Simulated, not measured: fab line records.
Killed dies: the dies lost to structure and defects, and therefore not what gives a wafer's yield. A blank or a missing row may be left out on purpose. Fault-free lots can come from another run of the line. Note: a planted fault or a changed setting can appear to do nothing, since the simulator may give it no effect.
Struck lot and sound lot, side by side ; flow sfq-line ; 18 out of 325 route steps
Sound: the wafers L460.1, L460.4, L460.6. Struck: wafers L455.2, L455.3, L455.5. The cause is given at the end.
For every step that has rows: the tool of each side, followed by ch and its chambers, followed by its first start. Under that, the readings that differ: sound wafers ; struck wafers ; difference of the means ; sigmas: that difference in standard deviations of wafers without a fault.
alike: readings with means less than 2 such deviations apart, plus words and numbers identical on both sides. not compared: withheld readings, readings lacking a value on some wafer, bounds such as >300 that could conceal the same value, and numbers that have no deviation in the record and whose values overlap.
The two part at a step that has a row with sigmas, a row that says differs or no value, or rows on one side only. Numbers that have no deviation but don't overlap get no sigmas and don't part them. A reading that every wafer of one side lacks parts them only if that side has two wafers or more.

SFQ_I3_OVL_MEAS_923:
  sound on overlay-01 at day 48 16:25; struck on overlay-01 at day 47 18:50
  alike: I3_OVL
SFQ_TRILAYER_I3_VIA_BARC_OPEN_VIA_ETCH_121: etches BARC in O2, target depth 125 nm, time 41.7 s.
  sound on rie-diel-01 ch 1,3, day 48 16:28; struck on rie-diel-02 ch 0,1, day 47 18:52
reading;sound;struck;difference;sigmas
drypump-motor-current-A (A);4.8 5.9 4.8;5.9 6.4 6.4;+1.1;+2
  alike: bias-w, oes-product-au
  not compared: rf-hours-counter-h
SFQ_TRILAYER_I3_VIA_ETCH_VIA_ETCH_088: etches SiO2 in CHF3, stops on Nb, target depth 260 nm.
  sound on rie-diel-01 ch 1,3, day 48 16:30; struck on rie-diel-02 ch 0,1, day 47 18:54
reading;sound;struck;difference;sigmas
drypump-motor-current-A (A);4.8 5.9 4.8;5.9 6.4 6.4;+1.1;+2
  alike: bias-w, oes-product-au
SFQ_TRILAYER_I3_VIA_STRIP_STRIP_089: strips in O2.
  sound on rie-metal-02 ch 1, day 48 16:37; struck on rie-metal-04 ch 0, day 47 19:13
reading;sound;struck;difference;sigmas
drypump-motor-current-A (A);6.2 6.2 6.2;5.3 5.3 5.3;-0.9;-2
oes-product-au (a.u.);0.996 0.986 0.986;1.010 1.017 1.009;+0.023;+2
  not compared: rf-hours-counter-h
then, 2 steps without rows for these wafers: SFQ_TRILAYER_I3_VIA_STRIP_SOLV_CLEAN_090 (cleans in NMP, time 600 s); SFQ_TRILAYER_M4_DEP_PRE_CLEAN_092 (time 22.5 s).
SFQ_TRILAYER_M4_DEP_SPUTTER_091: material Nb, target thk 200 nm, time 133.3 s.
  sound on pvd-sputter-05 at day 48 17:25; struck on pvd-sputter-06 at day 47 20:25
  alike: cathode-dc-power-W, throttle-valve-pct
SFQ_M4_RS_MEAS_924: measurement is done with a four-point probe.
  sound on film-metro-01 at day 48 17:31; struck on film-metro-01 at day 47 20:32
  alike: M4_NB_RS
then, 3 steps without rows for these wafers: SFQ_TRILAYER_M4_LITHO_COAT_098 (resist thk 62 nm); SFQ_TRILAYER_M4_LITHO_COAT_093 (resist thk 600 nm); SFQ_TRILAYER_M4_LITHO_SOFTBAKE_097.
-- the record jumps here: 4 days lie between the struck wafers' starts before and after --
SFQ_TRILAYER_M4_LITHO_EXPOSE_094: exposes mask M4, target cd 500 nm.
  sound on krf-scanner-02 ch 0, day 53 06:05; struck on krf-scanner-01 ch 0, day 51 18:38
reading;sound;struck;difference;sigmas
exposure-dose-mJ-cm2;14.379 14.426 14.391;15.061 15.042 15.062;+0.656;+44
  alike: mask
then, 2 steps without rows for these wafers: SFQ_TRILAYER_M4_LITHO_PEB_096 (peb time 60 s); SFQ_TRILAYER_M4_LITHO_DEVELOP_095 (time 60 s).
SFQ_M4_OVL_MEAS_926:
  sound on overlay-02 at day 53 07:35; struck on overlay-02 at day 51 19:56
  alike: M4_OVL
SFQ_TRILAYER_M4_BARC_OPEN_METAL_ETCH_123: etches BARC in O2, target depth 125 nm, time 41.7 s.
  sound on rie-metal-02 ch 0, day 53 07:37; struck on rie-metal-02 ch 0,1, day 51 19:58
reading;sound;struck;difference;sigmas
model.M4.cd-nm (nm);500 499.9 499.3;495.1 493.8 493.2;-5.7;
  alike: bias-w, drypump-motor-current-A, oes-product-au
  not compared: rf-hours-counter-h
SFQ_TRILAYER_M4_ETCH_METAL_ETCH_096: etches Nb in Cl2/Ar, stops on SiO2, target depth 240 nm, time 120 s.
  sound on rie-metal-02 ch 0, day 53 07:44; struck on rie-metal-02 ch 0,1, day 51 20:01
reading;sound;struck;difference;sigmas
model.M4.cd-nm (nm);498.4 497.2 496.8;496.4 493.6 493.4;-3.0;
  alike: bias-w, drypump-motor-current-A, oes-product-au
  not compared: rf-hours-counter-h
SFQ_TRILAYER_M4_STRIP_STRIP_097: strips in O2.
  sound on rie-metal-02 ch 0, day 53 07:59; struck on rie-metal-02 ch 0,1, day 51 20:09
  alike: drypump-motor-current-A, oes-product-au
  not compared: rf-hours-counter-h

== WHERE THEY PART ==
At SFQ_TRILAYER_I3_VIA_BARC_OPEN_VIA_ETCH_121 first; at SFQ_TRILAYER_M4_LITHO_EXPOSE_094 last (within this record only). Later steps at which nothing parts them and some readings are alike: SFQ_M4_OVL_MEAS_926, SFQ_TRILAYER_M4_BARC_OPEN_METAL_ETCH_123, SFQ_TRILAYER_M4_ETCH_METAL_ETCH_096, SFQ_TRILAYER_M4_STRIP_STRIP_097.

WHY: what the simulator had put in
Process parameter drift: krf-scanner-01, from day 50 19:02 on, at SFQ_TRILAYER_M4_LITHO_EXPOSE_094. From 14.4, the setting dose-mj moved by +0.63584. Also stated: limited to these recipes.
